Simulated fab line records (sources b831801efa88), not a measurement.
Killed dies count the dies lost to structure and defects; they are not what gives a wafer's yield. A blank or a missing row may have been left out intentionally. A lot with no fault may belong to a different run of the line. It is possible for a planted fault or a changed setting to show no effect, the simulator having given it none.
Struck lot and sound lot, side by side + flow gf180mcu + 28 steps out of a route of 602
Sound: wafers L837.1, L837.3, L837.4. Struck: wafers L835.1, L835.3, L835.5. The cause is named last.
At each step with rows: each side's tool, then ch and its chambers, then its first start. Under that, the readings that differ: sound wafers + struck wafers + difference of the means + sigmas: that difference in standard deviations of wafers without a fault.
alike: readings with means less than 2 such deviations apart, plus words and numbers identical on both sides. not compared: withheld readings, readings lacking a value on some wafer, bounds such as >300 that could conceal the same value, and numbers that have no deviation in the record and whose values overlap.
The two part at a step that has a row with sigmas, a row that says differs or no value, or rows on one side only. When numbers do not overlap yet have no deviation, they are printed without sigmas and do not part them. A reading missing from all wafers of one side parts the sides only when that side holds two or more wafers.

first, 4 steps without rows for these wafers: GF_CONTACT_STRIP_18 (strips in O2/N2); GF_CONTACT_CLEAN_19 (cleans in SPM); GF_CONTACT_CLEAN_20 (cleans in DIW); GF_CONTACT_CLEAN_21 (cleans in dHF, time 20 s).
GF_CONTACT_SPUTTER_22: material Ti, target thk 15 nm, time 80.02 s.
  struck on pvd-sputter-02, day 20 19:59; sound on pvd-sputter-03, day 21 14:28
  alike: cathode-dc-power-W, chamber-pressure-pa, throttle-valve-pct
then, 1 step without rows for these wafers: GF_CONTACT_SPUTTER_23 (material TiN, target thk 10 nm, time 40 s).
GF_CONTACT_CVD_24: deposits W, target thk 300 nm, time 90.339 s.
  sound on cvd-w-02 ch 0,1, day 21 14:34; struck on cvd-w-01 ch 1, day 20 20:05
  alike: heater-power-outer-w, heater-power-w
GF_CONTACT_RS_MEAS_25: a four-point-probe measurement.
  struck on film-metro-02, day 20 20:11; sound on film-metro-02, day 21 14:40
  alike: CONTACT_W_RS
GF_CONTACT_THK_MEAS_26: measures by xrf.
  struck on film-metro-02, day 20 20:18; sound on film-metro-02, day 21 14:47
  alike: CONTACT_W_THK
GF_CONTACT_CMP_27: polishes, stops on SiO2, t overpolish 15 s, target thk 0 nm.
  sound on cmp-01 ch 0,1,2, day 21 14:50; struck on cmp-02 ch 0,1,2, day 20 20:25
  alike: motor-current-A, overpolish-run-s, time-to-endpoint-s
then, 2 steps without rows for these wafers: GF_M1_SPUTTER_00 (material Ti, target thk 37.5 nm, time 150 s); GF_M1_SPUTTER_01 (material TiN, target thk 30 nm, time 25 s).
GF_M1_SPUTTER_02: material AlCu, target thk 450 nm, time 23.9 s.
  struck on pvd-sputter-03, day 20 20:47; sound on pvd-sputter-01, day 21 15:16
  no value came back on the struck wafers for cathode-dc-power-W (W), chamber-pressure-pa (Pa), throttle-valve-pct (%); on the sound wafers cathode-dc-power-W (W) reads 10601 10599 10598
GF_M1_SPUTTER_03: material Ti, target thk 10 nm, time 6.7 s.
  struck on pvd-sputter-03, day 20 20:49; sound on pvd-sputter-01, day 21 15:18
  alike: cathode-dc-power-W, chamber-pressure-pa, throttle-valve-pct
GF_M1_SPUTTER_04: material TiN, target thk 50 nm, time 41.7 s.
  struck on pvd-sputter-03, day 20 20:50; sound on pvd-sputter-01, day 21 15:19
  alike: cathode-dc-power-W, chamber-pressure-pa, throttle-valve-pct
GF_M1_RS_MEAS_05: a four-point-probe measurement.
  struck on film-metro-04, day 20 20:53; sound on film-metro-03, day 21 15:22
| reading             | sound                | struck               | difference | sigmas      |
|---------------------|----------------------|----------------------|------------|-------------|
| M1_ALCU_RS (ohm/sq) | 0.0699 0.0699 0.0700 | 7.1322 7.1084 7.0797 | +7.0368    | +99 or more |
GF_M1_THK_MEAS_06: measures by xrf.
  struck on film-metro-04, day 20 21:00; sound on film-metro-03, day 21 15:29
| reading          | sound       | struck   | difference | sigmas |
|------------------|-------------|----------|------------|--------|
| M1_ALCU_THK (nm) | 439 437 437 | <0 <0 <0 | differs    |        |
then, 7 steps without rows for these wafers: GF_M1_DEHYDRATE_07 (time 60 s); GF_M1_HMDS_08 (prime time 60 s); GF_M1_COAT_09 (resist thk 1000 nm); GF_M1_SOFTBAKE_10 (time 60 s); GF_M1_EXPOSE_11 (exposes mask Metal1, target cd 230 nm); GF_M1_PEB_12 (peb time 90 s); GF_M1_DEVELOP_13 (develop time 60 s).
GF_M1_CD_MEAS_14: target cd 230 nm.
  struck on cd-sem-02, day 21 20:05; sound on cd-sem-01, day 22 14:11
  alike: cd-nm
GF_M1_OVL_MEAS_15:
  struck on overlay-01, day 21 20:13; sound on overlay-02, day 22 14:19
  alike: M1_OVL
GF_M1_METAL_ETCH_16: etches the open film in Cl2/BCl3, stops on SiO2, target depth 627.5 nm, time 104.6 s.
  sound on rie-metal-03 ch 0,1, day 22 14:20; struck on rie-metal-03 ch 0,1, day 21 20:15
| reading                | sound                | struck               | difference | sigmas |
|------------------------|----------------------|----------------------|------------|--------|
| oes-product-au (a.u.)  | 0.967 0.971 0.966    | 0.990 0.994 0.993    | +0.024     | +4     |
| throttle-valve-pct (%) | 28.249 28.247 28.247 | 28.226 28.230 28.219 | -0.023     | -2     |
  alike: bias-w, drypump-motor-current-A, he-backside-leak-sccm
  not compared: rf-hours-counter-h
then, 1 step without rows for these wafers: GF_M1_STRIP_17 (strips in O2/N2).

## WHERE THEY PART
Last at GF_M1_METAL_ETCH_16 as far as this record goes, first at GF_M1_SPUTTER_02.

WHY: whatever the simulator had introduced
Entire step skipped (pvd-sputter-03, GF_M1_SPUTTER_02), from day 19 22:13 onward. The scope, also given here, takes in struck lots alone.
